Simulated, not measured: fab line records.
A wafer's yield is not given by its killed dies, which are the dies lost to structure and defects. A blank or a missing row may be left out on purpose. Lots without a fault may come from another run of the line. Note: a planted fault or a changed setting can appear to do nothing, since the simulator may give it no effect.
Check for tools in common | flow sky130 | Lots sampled 13, wafers sampled 42

== WHY IT WAS OPENED ==
1 of 13 lots carry a flag on the reading DNWELL_TW at SKY_DNWELL_TW_MEAS_09. Fault-free wafers read 1122, with a standard deviation of 7.7.
Rule: a lot is flagged when every wafer of it that has a number lies more than 4 standard deviations from that mean, or none has a number. As for the other lots, they are considered sound.

lot  | measured    | on            | DNWELL_TW, wafer by wafer | flag
L590 | day 3 13:49 | film metro-04 | 1132 1137 1133            |
L591 | day 4 08:57 | film metro-03 | 1124 1127 1124            |
L592 | day 4 09:05 | film metro-04 | 1128 1122 1128            |
L594 | day 4 20:41 | film metro-04 | 1124 1126 1126            |
L595 | day 4 23:32 | film metro-04 | 1124 1136 1128            |
L596 | day 4 23:53 | film metro-04 | 1121 1122 1124            |
L598 | day 5 04:53 | film metro-04 | 30 30 30 30 30 30         | FLAGGED
L601 | day 5 23:59 | film metro-02 | 1108 1106 1115            |
L603 | day 6 11:50 | film metro-04 | 1127 1131 1129            |
L608 | day 8 01:27 | film metro-04 | 1131 1131 1131            |
L609 | day 8 03:23 | film metro-02 | 1111 1111 1113            |
L610 | day 8 03:41 | film metro-02 | 1111 1121 1112            |
L611 | day 8 06:19 | film metro-02 | 1112 1110 1109            |
The numbers of the flagged lots are 30 on average: -1092 against the usual, or -99 or more standard deviations.

== TOOL THAT RAN EACH LOT ==
The record holds 1 process step before the reading, out of a route of 708 steps. Every cell lists first the tool, next ch and the chambers used by the sampled wafers, and last the start.
lot  | flag    | SKY_DNWELL_EXPOSE_04
L590 |         | iline stepper-01 ch 0, day 3 06:42
L591 |         | iline stepper-02 ch 0, day 4 01:02
L592 |         | iline stepper-02 ch 0, day 4 01:08
L594 |         | iline stepper-01 ch 0, day 4 11:14
L595 |         | iline stepper-02 ch 0, day 4 14:25
L596 |         | iline stepper-01 ch 0, day 4 14:39
L598 | FLAGGED | iline stepper-02 ch 0, day 4 20:22
L601 |         | iline stepper-02 ch 0, day 5 15:31
L603 |         | iline stepper-02 ch 0, day 6 02:31
L608 |         | iline stepper-02 ch 0, day 7 15:26
L609 |         | iline stepper-01 ch 0, day 7 17:16
L610 |         | iline stepper-01 ch 0, day 7 17:22
L611 |         | iline stepper-02 ch 0, day 7 20:29
What these steps do:
- SKY_DNWELL_EXPOSE_04: exposes mask DNM, target cd 3000 nm.
- SKY_DNWELL_TW_MEAS_09

== FLAGGED AGAINST TOTAL, ONE TOOL AT A TIME (gauges that did the reading follow at the end) ==
step                  | tool             | lots run | flagged | share of the flagged lots | sound lots run after its first flagged lot
SKY_DNWELL_EXPOSE_04  | iline stepper-01 | 5        | 0       | none                      | -
SKY_DNWELL_EXPOSE_04  | iline stepper-02 | 8        | 1       | all                       | 4 (L601,L603,L608,L611)
SKY_DNWELL_TW_MEAS_09 | film metro-02    | 4        | 0       | none                      | -
SKY_DNWELL_TW_MEAS_09 | film metro-03    | 1        | 0       | none                      | -
SKY_DNWELL_TW_MEAS_09 | film metro-04    | 8        | 1       | all                       | 2 (L603,L608)

== WHAT IS ALLOWED BY THE TABLE ==
In 2 table rows, all flagged lots were run: iline stepper-02 (SKY_DNWELL_EXPOSE_04), film metro-04 (SKY_DNWELL_TW_MEAS_09).
- iline stepper-02 at SKY_DNWELL_EXPOSE_04: 1 of its 8 lots flagged. After the first flagged lot (L601, L603, L608, L611), sound lots still ran on it; a lasting fault on the whole tool would not permit that.
- film metro-04 at SKY_DNWELL_TW_MEAS_09: 1 of its 8 lots flagged. After the first flagged lot (L603, L608), sound lots still ran on it; a lasting fault on the whole tool would not permit that.
No row of the table ran every flagged lot and no sound lot after the first.

== WHAT HAD BEEN PUT IN BY THE SIMULATOR ==
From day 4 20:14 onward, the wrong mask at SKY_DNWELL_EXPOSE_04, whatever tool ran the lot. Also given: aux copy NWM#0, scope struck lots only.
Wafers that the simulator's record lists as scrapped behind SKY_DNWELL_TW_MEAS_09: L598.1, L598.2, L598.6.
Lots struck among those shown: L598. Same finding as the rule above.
